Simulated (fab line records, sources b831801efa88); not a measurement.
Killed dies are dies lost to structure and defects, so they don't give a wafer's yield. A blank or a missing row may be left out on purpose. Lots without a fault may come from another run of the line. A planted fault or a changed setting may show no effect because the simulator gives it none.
fab line records | flow sky130
record lots=24 wafers=72 last_day=50
route steps=708 shown VT_ADJUST_HVTP@92 GATE_OXIDE@200 LOCAL_INTERCONNECT@389 CONTACT@432 PAD_OPEN@702
lots that met no fault: from a run of the same line without faults
start_h: hours from the record's first day to the start of the lot's first wafer shown | wait_h: hours since the lot's step before | " the same as in the row above | L1.1+2: a row that stands for several wafers | - no value, or no start given | * or withheld: withheld | < > ~ a bound
route shown NAME@n: a module of which the file shows steps, and the number in the route of the first | usual: mean/standard deviation of fault-free wafers | same: alike in all rows | chamber/n: place in a boat | sites: the reading at each site | _std_site: their standard deviation | _edge_site: outer sites' mean less inner sites' | radius_mm: how far each site lies from the wafer's centre | mask NAME#n: copy n | behind: the tool/chamber that last shaped the wafer | hold: why the lot was held/for how many hours/how that ended | device: the transistor (n, p or np) that didn't switch | end of line: the same wafers' tests at the end of the route | a step without rows: its recipe alone | killed: dies lost to structure and defects at the first sort, not the wafer's yield | map: a wafer's dies, x killed, . not, _ none there
set.NAME: the setting as run; set.NAME@STEP: as run at that earlier step | model.NAME: the simulator's own value behind a step, which no gauge read
steps of the route over a sample of lots; a table a step, a row a wafer
services: from which hour (start_h, from the record's first day; less than 0 if before it) a tool's chamber was out of use, for how many hours, and why
## steps
# step SKY_VT_ADJUST_HVTP_CD_MEAS_07
# recipe target_cd_nm=380
# usual cd_nm=380.0/2.5
# columns lot.wafer tool chamber start_h wait_h cd_nm
L075.3 cd_sem-01 - 149.24 0.1 381.9
L075.5 " - " " 381.6
L075.6 " - " " 379.5
L078.1 cd_sem-01 - 149.50 0.1 385.1
L078.3 " - " " 384.0
L078.4 " - " " 383.0
L074.1 cd_sem-02 - 150.15 0.1 379.1
L074.3 " - " " 380.3
L074.5 " - " " 378.6
L076.1 cd_sem-01 - 151.65 0.1 379.8
L076.4 " - " " 382.3
L076.5 " - " " 381.0
L077.1 cd_sem-01 - 153.25 0.1 376.8
L077.2 " - " " 379.0
L077.4 " - " " 376.2
L079.4 cd_sem-01 - 163.51 0.1 376.0
L079.5 " - " " 378.3
L079.6 " - " " 377.5
L080.3 cd_sem-01 - 164.08 0.1 380.2
L080.5 " - " " 382.3
L080.6 " - " " 382.4
L081.4 cd_sem-01 - 169.10 0.1 381.1
L081.5 " - " " 378.3
L081.6 " - " " 378.4
L082.3 cd_sem-02 - 175.54 0.1 382.6
L082.4 " - " " 382.2
L082.5 " - " " 381.4
L083.3 cd_sem-02 - 183.84 0.1 377.7
L083.5 " - " " 377.9
L083.6 " - " " 377.4
L084.1 cd_sem-02 - 186.94 0.1 383.2
L084.2 " - " " 384.4
L084.4 " - " " 382.5
L085.1 cd_sem-02 - 195.60 0.1 377.6
L085.3 " - " " 378.8
L085.5 " - " " 376.6
L086.1 cd_sem-01 - 197.79 0.1 379.0
L086.3 " - " " 378.4
L086.5 " - " " 377.8
L087.3 cd_sem-02 - 204.99 0.1 384.9
L087.4 " - " " 384.1
L087.6 " - " " 381.4
L088.2 cd_sem-01 - 213.42 0.1 379.7
L088.3 " - " " 381.8
L088.6 " - " " 380.2
L089.1 cd_sem-02 - 218.25 0.1 381.8
L089.2 " - " " 380.6
L089.3 " - " " 380.4
L090.1 cd_sem-02 - 223.10 0.1 379.1
L090.2 " - " " 379.7
L090.6 " - " " 378.4
L091.1 cd_sem-01 - 230.77 0.1 381.3
L091.3 " - " " 378.7
L091.4 " - " " 380.9
L092.1 cd_sem-02 - 240.55 0.1 375.2
L092.4 " - " " 378.5
L092.6 " - " " 377.7
L093.1 cd_sem-01 - 248.50 0.1 378.9
L093.2 " - " " 380.8
L093.4 " - " " 378.0
L094.2 cd_sem-02 - 253.72 0.1 375.5
L094.3 " - " " 380.8
L094.4 " - " " 379.6
L095.4 cd_sem-01 - 256.01 0.1 379.6
L095.5 " - " " 380.3
L095.6 " - " " 380.4
L096.1 cd_sem-01 - 265.99 0.1 375.7
L096.3 " - " " 376.2
L096.4 " - " " 375.2
L097.2 cd_sem-02 - 269.82 0.1 380.7
L097.3 " - " " 383.2
L097.6 " - " " 380.5
# step SKY_GATE_OXIDE_STRIP_13
# recipe chemistry=O2/N2 power_w=1400 pressure_mtorr=1500 platen_temp_c=withheld o2_flow_sccm=3000 n2_flow_sccm=300 overash_fraction=0.5
# usual drypump_motor_current_A=5.9/0.48 oes_product_au=0.716/0.0046 strip_time_to_endpoint_s=14.18/0.043
# columns lot.wafer tool chamber start_h wait_h drypump_motor_current_A oes_product_au rf_hours_counter_h strip_time_to_endpoint_s
L075.3 plasma_asher-03 1 349.81 0.0 5.6 0.709 - 14.22
L075.5 " 0 " " 5.4 0.708 - 14.21
L075.6 " 1 " " 5.6 0.718 - 14.20
L078.1 plasma_asher-02 1 350.39 0.0 6.1 0.721 23 14.24
L078.3 " 1 " " 6.0 0.713 - 14.26
L078.4 " 0 " " 5.4 0.720 - 14.25
L074.1 plasma_asher-03 0 354.44 0.0 5.5 0.713 52 14.21
L074.3 " 0 " " 5.5 0.717 - 14.19
L074.5 " 1 " " 5.6 0.718 - 14.17
L076.1 plasma_asher-02 0 357.09 0.0 5.4 0.713 24 14.13
L076.4 " 0 " " 5.4 0.712 - 14.16
L076.5 " 0 " " 5.4 0.717 - 14.18
L077.1 plasma_asher-02 0 358.64 0.0 5.5 0.710 24 14.18
L077.2 " 1 " " 6.0 0.725 24 14.14
L077.4 " 1 " " 6.0 0.715 - 14.17
L079.4 plasma_asher-02 0 370.61 0.0 5.5 0.710 - 14.15
L079.5 " 0 " " 5.4 0.717 - 14.15
L079.6 " 1 " " 6.0 0.719 - 14.18
L080.3 plasma_asher-03 0 372.03 0.0 5.5 0.716 - 14.16
L080.5 " 0 " " 5.5 0.716 - 14.18
L080.6 " 1 " " 5.6 0.707 - 14.17
L081.4 plasma_asher-03 1 374.01 0.0 5.6 0.718 - 14.18
L081.5 " 1 " " 5.6 0.710 - 14.17
L081.6 " 0 " " 5.5 0.720 - 14.16
L082.3 plasma_asher-03 0 387.52 0.0 5.5 0.710 - 14.17
L082.4 " 1 " " 5.5 0.719 - 14.24
L082.5 " 1 " " 5.6 0.711 - 14.17
L083.3 plasma_asher-04 0 396.17 0.0 6.3 0.715 - 14.16
L083.5 " 1 " " 6.8 0.719 - 14.15
L083.6 " 0 " " 6.3 0.720 - 14.12
L084.1 plasma_asher-04 0 404.16 0.0 6.3 0.722 70 14.21
L084.2 " 1 " " 6.8 0.721 70 14.20
L084.4 " 1 " " 6.8 0.718 - 14.21
L085.1 plasma_asher-03 0 411.18 0.0 5.5 0.712 58 14.15
L085.3 " 0 " " 5.5 0.707 - 14.18
L085.5 " 0 " " 5.5 0.717 - 14.22
L086.1 plasma_asher-02 0 417.83 0.0 5.4 0.723 29 14.22
L086.3 " 1 " " 6.1 0.723 - 14.23
L086.5 " 1 " " 6.1 0.718 - 14.26
L087.3 plasma_asher-02 0 429.12 0.0 5.4 0.707 - 14.14
L087.4 " 1 " " 6.1 0.713 - 14.07
L087.6 " 0 " " 5.4 0.721 - 14.10
L088.2 plasma_asher-04 0 434.58 0.0 6.3 0.718 73 14.22
L088.3 " 1 " " 6.8 0.717 - 14.20
L088.6 " 1 " " 6.8 0.720 - 14.20
L089.1 plasma_asher-04 1 445.64 0.0 6.8 0.718 74 14.18
L089.2 " 0 " " 6.3 0.712 74 14.20
L089.3 " 1 " " 6.8 0.715 - 14.19
L090.1 plasma_asher-02 1 456.08 0.0 6.1 0.715 33 14.10
L090.2 " 0 " " 5.4 0.713 33 14.09
L090.6 " 0 " " 5.4 0.710 - 14.18
L091.1 plasma_asher-04 0 464.70 0.0 6.3 0.715 75 14.14
L091.3 " 1 " " 6.8 0.710 - 14.21
L091.4 " 0 " " 6.3 0.711 - 14.23
L092.1 plasma_asher-04 0 473.34 0.0 6.3 0.715 76 14.20
L092.4 " 0 " " 6.3 0.712 - 14.18
L092.6 " 1 " " 6.8 0.708 - 14.22
L093.1 plasma_asher-04 0 481.29 0.0 6.3 0.719 77 14.09
L093.2 " 1 " " 6.8 0.723 77 14.11
L093.4 " 0 " " 6.3 0.717 - 14.13
L094.2 plasma_asher-02 0 493.89 0.0 5.5 0.722 37 14.23
L094.3 " 0 " " 5.5 0.717 - 14.21
L094.4 " 1 " " 6.1 0.715 - 14.17
L095.4 plasma_asher-02 1 495.17 0.0 6.0 0.720 - 14.20
L095.5 " 1 " " 6.1 0.717 - 14.23
L095.6 " 0 " " 5.4 0.712 - 14.22
L096.1 plasma_asher-02 0 505.94 0.0 5.4 0.713 38 14.16
L096.3 " 1 " " 6.1 0.709 - 14.20
L096.4 " 0 " " 5.4 0.708 - 14.14
L097.2 plasma_asher-03 0 509.43 0.0 5.5 0.717 68 14.22
L097.3 " 1 " " 5.6 0.716 - 14.25
L097.6 " 0 " " 5.5 0.712 - 14.25
# step SKY_LOCAL_INTERCONNECT_THK_MEAS_02
# recipe thk_meas_gauge=xrf reads=TiN_of_LOCAL_INTERCONNECT_SPUTTER_00
# usual LOCAL_INTERCONNECT_TIN_THK=101.4/1
# columns lot.wafer tool chamber start_h wait_h LOCAL_INTERCONNECT_TIN_THK[nm]
L075.3 film_metro-02 - 719.64 0.1 100.7
L075.5 " - " " 102.8
L075.6 " - " " 101.0
L078.1 film_metro-02 - 720.67 0.1 103.8
L078.3 " - " " 104.1
L078.4 " - " " 103.3
L076.1 film_metro-04 - 725.41 0.1 101.0
L076.4 " - " " 100.3
L076.5 " - " " 101.0
L074.1 film_metro-04 - 726.02 0.1 103.0
L074.3 " - " " 102.3
L074.5 " - " " 101.5
L077.1 film_metro-02 - 729.84 0.1 100.4
L077.2 " - " " 99.5
L077.4 " - " " 100.7
L080.3 film_metro-04 - 738.22 0.1 102.1
L080.5 " - " " 101.0
L080.6 " - " " 100.8
L079.4 film_metro-02 - 738.83 0.1 103.1
L079.5 " - " " 101.3
L079.6 " - " " 103.4
L081.4 film_metro-02 - 742.89 0.1 101.6
L081.5 " - " " 100.7
L081.6 " - " " 100.4
L082.3 film_metro-04 - 751.96 0.1 101.6
L082.4 " - " " 100.6
L082.5 " - " " 102.3
L083.3 film_metro-03 - 763.54 0.1 103.5
L083.5 " - " " 102.9
L083.6 " - " " 103.8
L084.1 film_metro-02 - 771.41 0.1 101.1
L084.2 " - " " 101.6
L084.4 " - " " 101.8
L085.1 film_metro-02 - 772.73 0.1 101.8
L085.3 " - " " 101.8
L085.5 " - " " 102.0
L086.1 film_metro-02 - 783.17 0.1 101.0
L086.3 " - " " 101.6
L086.5 " - " " 101.9
L087.3 film_metro-03 - 787.96 0.1 101.4
L087.4 " - " " 101.5
L087.6 " - " " 102.0
L088.2 film_metro-03 - 793.10 0.1 101.4
L088.3 " - " " 101.2
L088.6 " - " " 101.4
L089.1 film_metro-03 - 803.39 0.1 102.3
L089.2 " - " " 102.0
L089.3 " - " " 102.3
L090.1 film_metro-04 - 813.28 0.1 100.5
L090.2 " - " " 100.2
L090.6 " - " " 100.0
L091.1 film_metro-04 - 817.94 0.1 100.5
L091.3 " - " " 101.2
L091.4 " - " " 101.2
L092.1 film_metro-04 - 826.38 0.1 100.2
L092.4 " - " " 101.8
L092.6 " - " " 100.7
L093.1 film_metro-03 - 833.32 0.1 100.3
L093.2 " - " " 100.6
L093.4 " - " " 100.2
L094.2 film_metro-04 - 845.22 0.1 100.3
L094.3 " - " " 101.2
L094.4 " - " " 100.7
L095.4 film_metro-04 - 850.71 0.1 101.3
L095.5 " - " " 101.0
L095.6 " - " " 101.1
L096.1 film_metro-04 - 852.42 0.1 100.3
L096.3 " - " " 100.5
L096.4 " - " " 102.2
L097.2 film_metro-02 - 861.52 0.1 99.9
L097.3 " - " " 99.6
L097.6 " - " " 99.2
# step SKY_LOCAL_INTERCONNECT_ETCH_13
# recipe chemistry=N2/H2 target=BARC ion_energy_ev=200 bias_w=100 pressure_mtorr=30 n2_flow_sccm=100 h2_flow_sccm=200 icp_w=500 stop_on=SiO2 time_s=45.9 target_depth_a=600
# usual bias_w=99.99/0.28 drypump_motor_current_A=6.0/0.32 oes_product_au=0.855/0.0046 throttle_valve_pct=13.225/0.0098
# columns lot.wafer tool chamber start_h wait_h bias_w drypump_motor_current_A oes_product_au rf_hours_counter_h throttle_valve_pct
L075.3 rie_metal-01 0 746.68 0.0 99.81 6.4 0.854 - 13.227
L075.5 " 0 " " 99.62 6.4 0.859 - 13.232
L075.6 " 1 " " 99.83 6.2 0.852 - 13.242
L078.1 rie_metal-04 0 748.23 0.0 100.24 5.7 0.858 16 13.222
L078.3 " 0 " " 100.12 5.7 0.858 - 13.225
L078.4 " 1 " " 100.47 6.1 0.854 - 13.224
L076.1 rie_metal-01 1 753.15 0.0 100.37 6.3 0.859 1 13.220
L076.4 " 1 " " 99.55 6.2 0.857 - 13.221
L076.5 " 0 " " 100.15 6.4 0.852 - 13.232
L074.1 rie_metal-04 0 753.41 0.0 99.95 5.7 0.844 16 13.215
L074.3 " 1 " " 99.73 6.0 0.850 - 13.232
L074.5 " 0 " " 99.80 5.7 0.854 - 13.225
L077.1 rie_metal-02 1 756.75 0.0 99.43 5.7 0.854 0 13.218
L077.2 " 0 " " 100.60 5.6 0.854 1 13.224
L077.4 " 1 " " 100.37 5.7 0.859 - 13.225
L080.3 rie_metal-01 1 764.87 0.0 100.20 6.2 0.850 - 13.226
L080.5 " 1 " " 100.02 6.2 0.851 - 13.235
L080.6 " 0 " " 100.19 6.4 0.851 - 13.215
L079.4 rie_metal-04 1 765.68 0.0 100.34 6.0 0.854 - 13.217
L079.5 " 1 " " 100.42 6.0 0.855 - 13.234
L079.6 " 0 " " 99.91 5.7 0.855 - 13.237
L081.4 rie_metal-01 1 769.68 0.0 100.24 6.3 0.856 - 13.222
L081.5 " 1 " " 100.26 6.3 0.853 - 13.216
L081.6 " 0 " " 100.31 6.4 0.865 - 13.226
L082.3 rie_metal-01 1 778.47 0.0 99.69 6.3 0.853 - 13.206
L082.4 " 0 " " 100.14 6.4 0.855 - 13.215
L082.5 " 0 " " 99.87 6.4 0.856 - 13.229
L083.3 rie_metal-02 1 789.98 0.0 100.28 5.7 0.851 - 13.233
L083.5 " 0 " " 100.01 5.6 0.855 - 13.236
L083.6 " 1 " " 100.41 5.7 0.859 - 13.219
L084.1 rie_metal-02 1 797.82 0.0 99.57 5.7 0.852 1 13.241
L084.2 " 0 " " 100.11 5.6 0.852 3 13.211
L084.4 " 0 " " 99.93 5.6 0.853 - 13.234
L085.1 rie_metal-04 0 798.91 0.0 99.71 5.7 0.857 18 13.233
L085.3 " 1 " " 99.69 6.0 0.850 - 13.241
L085.5 " 1 " " 100.37 6.1 0.851 - 13.219
L086.1 rie_metal-02 0 810.07 0.0 100.23 5.6 0.842 3 13.236
L086.3 " 0 " " 100.09 5.6 0.861 - 13.227
L086.5 " 1 " " 100.01 5.7 0.855 - 13.224
L087.3 rie_metal-01 1 814.82 0.0 99.96 6.2 0.861 - 13.209
L087.4 " 0 " " 100.07 6.4 0.850 - 13.242
L087.6 " 0 " " 100.37 6.4 0.858 - 13.228
L088.2 rie_metal-02 0 820.79 0.0 99.97 5.6 0.858 4 13.228
L088.3 " 0 " " 99.81 5.6 0.857 - 13.226
L088.6 " 1 " " 99.98 5.7 0.855 - 13.213
L089.1 rie_metal-02 0 829.40 0.0 99.99 5.6 0.860 4 13.224
L089.2 " 1 " " 99.63 5.7 0.851 3 13.226
L089.3 " 1 " " 100.02 5.7 0.856 - 13.242
L090.1 rie_metal-02 1 839.30 0.0 99.91 5.7 0.851 3 13.234
L090.2 " 0 " " 100.62 5.7 0.861 5 13.236
L090.6 " 1 " " 99.72 5.7 0.857 - 13.232
L091.1 rie_metal-02 0 843.98 0.0 99.75 5.6 0.865 5 13.224
L091.3 " 0 " " 100.23 5.6 0.855 - 13.231
L091.4 " 1 " " 100.14 5.7 0.861 - 13.219
L092.1 rie_metal-01 0 851.72 0.0 99.78 6.4 0.861 16 13.220
L092.4 " 0 " " 100.17 6.4 0.848 - 13.208
L092.6 " 1 " " 100.01 6.3 0.858 - 13.224
L093.1 rie_metal-02 0 859.31 0.0 100.02 5.6 0.858 5 13.230
L093.2 " 1 " " 100.31 5.7 0.852 4 13.232
L093.4 " 0 " " 100.06 5.6 0.853 - 13.211
L094.2 rie_metal-01 1 871.82 0.0 99.80 6.2 0.848 - 13.236
L094.3 " 1 " " 99.38 6.3 0.852 - 13.240
L094.4 " 1 " " 100.10 6.3 0.853 - 13.217
L095.4 rie_metal-01 1 876.78 0.0 99.63 6.3 0.856 - 13.227
L095.5 " 0 " " 99.87 6.4 0.856 - 13.208
L095.6 " 1 " " 99.77 6.3 0.866 - 13.215
L096.1 rie_metal-02 0 878.72 0.0 99.67 5.6 0.853 6 13.237
L096.3 " 0 " " 99.55 5.6 0.862 - 13.215
L096.4 " 1 " " 100.10 5.7 0.859 - 13.206
L097.2 rie_metal-01 0 887.56 0.0 99.82 6.4 0.848 0 13.211
L097.3 " 0 " " 99.75 6.4 0.852 - 13.220
L097.6 " 0 " " 99.92 6.4 0.849 - 13.219
# step SKY_CONTACT_THK_MEAS_26
# recipe thk_meas_gauge=xrf reads=W_of_CONTACT_CVD_24
# usual CONTACT_W_THK=345/6.7
# columns lot.wafer tool chamber start_h wait_h CONTACT_W_THK[nm]
L075.3 film_metro-03 - 775.75 0.1 342
L075.5 " - " " 346
L075.6 " - " " 350
L078.1 film_metro-01 - 776.87 0.1 347
L078.3 " - " " 340
L078.4 " - " " 346
L076.1 film_metro-04 - 782.96 0.1 354
L076.4 " - " " 348
L076.5 " - " " 352
L074.1 film_metro-01 - 783.12 0.1 351
L074.3 " - " " 351
L074.5 " - " " 349
L077.1 film_metro-04 - 785.58 0.1 352
L077.2 " - " " 347
L077.4 " - " " 353
L080.3 film_metro-01 - 793.82 0.1 332
L080.5 " - " " 341
L080.6 " - " " 331
L079.4 film_metro-04 - 794.84 0.1 361
L079.5 " - " " 349
L079.6 " - " " 357
L081.4 film_metro-03 - 798.74 0.1 354
L081.5 " - " " 341
L081.6 " - " " 349
L082.3 film_metro-03 - 809.57 0.1 349
L082.4 " - " " 343
L082.5 " - " " 355
L083.3 film_metro-01 - 819.15 0.1 344
L083.5 " - " " 341
L083.6 " - " " 334
L084.1 film_metro-03 - 826.78 0.1 341
L084.2 " - " " 345
L084.4 " - " " 339
L085.1 film_metro-01 - 827.87 0.1 346
L085.3 " - " " 343
L085.5 " - " " 346
L086.1 film_metro-03 - 838.99 0.1 336
L086.3 " - " " 343
L086.5 " - " " 339
L087.3 film_metro-03 - 844.15 0.1 349
L087.4 " - " " 345
L087.6 " - " " 352
L088.2 film_metro-03 - 849.21 0.1 341
L088.3 " - " " 339
L088.6 " - " " 334
L089.1 film_metro-04 - 857.67 0.1 357
L089.2 " - " " 355
L089.3 " - " " 356
L090.1 film_metro-03 - 868.18 0.1 342
L090.2 " - " " 335
L090.6 " - " " 338
L091.1 film_metro-03 - 873.13 0.1 340
L091.3 " - " " 342
L091.4 " - " " 339
L092.1 film_metro-03 - 879.89 0.1 342
L092.4 " - " " 342
L092.6 " - " " 342
L093.1 film_metro-04 - 887.05 0.1 348
L093.2 " - " " 355
L093.4 " - " " 346
L094.2 film_metro-01 - 899.98 0.1 333
L094.3 " - " " 335
L094.4 " - " " 332
L095.4 film_metro-01 - 904.59 0.1 338
L095.5 " - " " 333
L095.6 " - " " 345
L096.1 film_metro-03 - 906.35 0.1 340
L096.3 " - " " 337
L096.4 " - " " 338
L097.2 film_metro-03 - 915.28 0.1 340
L097.3 " - " " 343
L097.6 " - " " 345
# step SKY_PAD_OPEN_STRIP_08
# recipe chemistry=O2/N2 power_w=1400 pressure_mtorr=1500 platen_temp_c=withheld overash_fraction=0.7 o2_flow_sccm=3000 n2_flow_sccm=300
# usual drypump_motor_current_A=5.70/0.29 oes_product_au=0.663/0.0044 strip_time_to_endpoint_s=37.11/0.099
# columns lot.wafer tool chamber start_h wait_h drypump_motor_current_A oes_product_au rf_hours_counter_h strip_time_to_endpoint_s
L075.3 plasma_asher-03 0 1103.28 0.1 5.48 0.667 - 37.09
L075.5 " 1 " " 5.57 0.672 - 37.13
L075.6 " 0 " " 5.50 0.670 - 37.17
L078.1 plasma_asher-01 1 1103.56 0.1 6.29 0.658 66 37.14
L078.3 " 0 " " 5.71 0.661 - 37.21
L078.4 " 1 " " 6.27 0.666 - 37.16
L076.1 plasma_asher-03 1 1109.10 0.1 5.57 0.664 4 37.03
L076.4 " 0 " " 5.47 0.663 - 36.98
L076.5 " 0 " " 5.50 0.665 - 36.93
L074.1 plasma_asher-03 0 1110.25 0.1 5.46 0.661 4 37.25
L074.3 " 1 " " 5.60 0.662 - 37.25
L074.5 " 1 " " 5.59 0.671 - 37.29
L077.1 plasma_asher-01 1 1112.85 0.1 6.26 0.658 67 36.98
L077.2 " 0 " " 5.70 0.660 67 37.04
L077.4 " 1 " " 6.27 0.662 - 36.96
L080.3 plasma_asher-01 1 1114.89 0.1 6.24 0.671 - 37.10
L080.5 " 0 " " 5.70 0.665 - 37.17
L080.6 " 1 " " 6.26 0.666 - 37.08
L079.4 plasma_asher-01 0 1119.08 0.1 5.71 0.663 - 37.16
L079.5 " 1 " " 6.27 0.672 - 37.26
L079.6 " 0 " " 5.67 0.668 - 37.18
L081.4 plasma_asher-03 0 1126.73 0.1 5.49 0.659 - 36.87
L081.5 " 1 " " 5.56 0.665 - 37.00
L081.6 " 0 " " 5.47 0.665 - 37.08
L082.3 plasma_asher-01 0 1129.08 0.1 5.67 0.668 - 37.30
L082.4 " 1 " " 6.24 0.662 - 37.15
L082.5 " 1 " " 6.27 0.654 - 37.23
L083.3 plasma_asher-03 0 1137.43 0.1 5.52 0.664 - 37.02
L083.5 " 0 " " 5.51 0.662 - 37.02
L083.6 " 1 " " 5.58 0.665 - 37.17
L084.1 plasma_asher-03 0 1140.45 0.1 5.48 0.660 7 37.11
L084.2 " 1 " " 5.60 0.664 7 37.14
L084.4 " 1 " " 5.56 0.664 - 37.20
L085.1 plasma_asher-01 0 1145.95 0.1 5.70 0.664 70 37.10
L085.3 " 1 " " 6.28 0.667 - 37.22
L085.5 " 1 " " 6.28 0.653 - 37.15
L086.1 plasma_asher-02 0 1152.70 0.1 5.43 0.667 101 37.19
L086.3 " 0 " " 5.42 0.660 - 37.20
L086.5 " 1 " " 6.05 0.658 - 37.20
L087.3 plasma_asher-03 1 1155.93 0.1 5.58 0.662 - 37.11
L087.4 " 0 " " 5.50 0.658 - 37.19
L087.6 " 0 " " 5.50 0.666 - 37.15
L088.2 plasma_asher-03 0 1157.70 0.1 5.52 0.660 9 37.16
L088.3 " 1 " " 5.59 0.664 - 37.12
L088.6 " 1 " " 5.58 0.661 - 37.21
L089.1 plasma_asher-02 0 1162.30 0.1 5.43 0.661 102 37.07
L089.2 " 1 " " 6.07 0.666 102 37.03
L089.3 " 0 " " 5.42 0.664 - 37.23
L090.1 plasma_asher-03 0 1174.00 0.1 5.45 0.664 10 37.14
L090.2 " 1 " " 5.59 0.668 10 37.13
L090.6 " 1 " " 5.58 0.658 - 36.99
L091.1 plasma_asher-03 0 1175.56 0.1 5.49 0.663 10 37.08
L091.3 " 0 " " 5.47 0.669 - 37.22
L091.4 " 1 " " 5.57 0.668 - 37.13
L092.1 plasma_asher-01 1 1177.65 0.1 6.27 0.662 73 37.04
L092.4 " 1 " " 6.27 0.664 - 37.07
L092.6 " 0 " " 5.69 0.661 - 37.09
L093.1 plasma_asher-03 1 1181.81 0.1 5.55 0.668 11 37.12
L093.2 " 0 " " 5.44 0.662 11 37.04
L093.4 " 0 " " 5.50 0.660 - 37.08
L094.2 plasma_asher-03 1 1191.75 0.1 5.57 0.663 12 36.98
L094.3 " 1 " " 5.58 0.664 - 36.99
L094.4 " 0 " " 5.48 0.663 - 36.93
L095.4 plasma_asher-01 0 1195.24 0.1 5.68 0.660 - 37.02
L095.5 " 1 " " 6.26 0.662 - 36.93
L095.6 " 0 " " 5.69 0.663 - 36.99
L096.1 plasma_asher-02 0 1196.30 0.1 5.39 0.660 105 37.10
L096.3 " 1 " " 6.06 0.662 - 37.05
L096.4 " 0 " " 5.40 0.660 - 36.97
L097.2 plasma_asher-03 0 1202.75 0.1 5.46 0.659 13 37.15
L097.3 " 1 " " 5.59 0.664 - 37.09
L097.6 " 0 " " 5.45 0.660 - 37.23
## services
# columns tool chamber start_h hours kind
rie_metal-01 - 363.77 2.8 pm
rie_metal-02 - 369.86 0.5 repair
plasma_asher-02 - 382.76 7.7 repair
rie_metal-01 - 411.74 35.9 repair
plasma_asher-03 - 448.55 0.5 repair
plasma_asher-02 - 619.51 1.0 repair
rie_metal-02 - 630.46 28.1 pm
plasma_asher-03 - 710.60 2.8 repair
rie_metal-02 - 734.48 14.6 pm
rie_metal-02 - 777.77 1.4 pm
rie_metal-01 0 794.96 1.2 repair
plasma_asher-02 - 795.95 7.0 repair
rie_metal-02 0 880.93 6.1 repair
plasma_asher-02 - 901.22 9.8 repair
rie_metal-01 0 909.07 8.1 repair
plasma_asher-02 - 927.28 3.5 repair
plasma_asher-02 - 943.75 1.8 repair
plasma_asher-03 - 947.43 1.0 repair
plasma_asher-03 - 958.16 0.4 repair
plasma_asher-03 - 1019.60 2.8 pm
plasma_asher-02 - 1054.45 8.7 repair
plasma_asher-03 - 1055.25 9.0 pm
rie_metal-02 - 1063.49 2.8 pm
rie_metal-02 - 1090.22 1.0 repair
## key
fault none
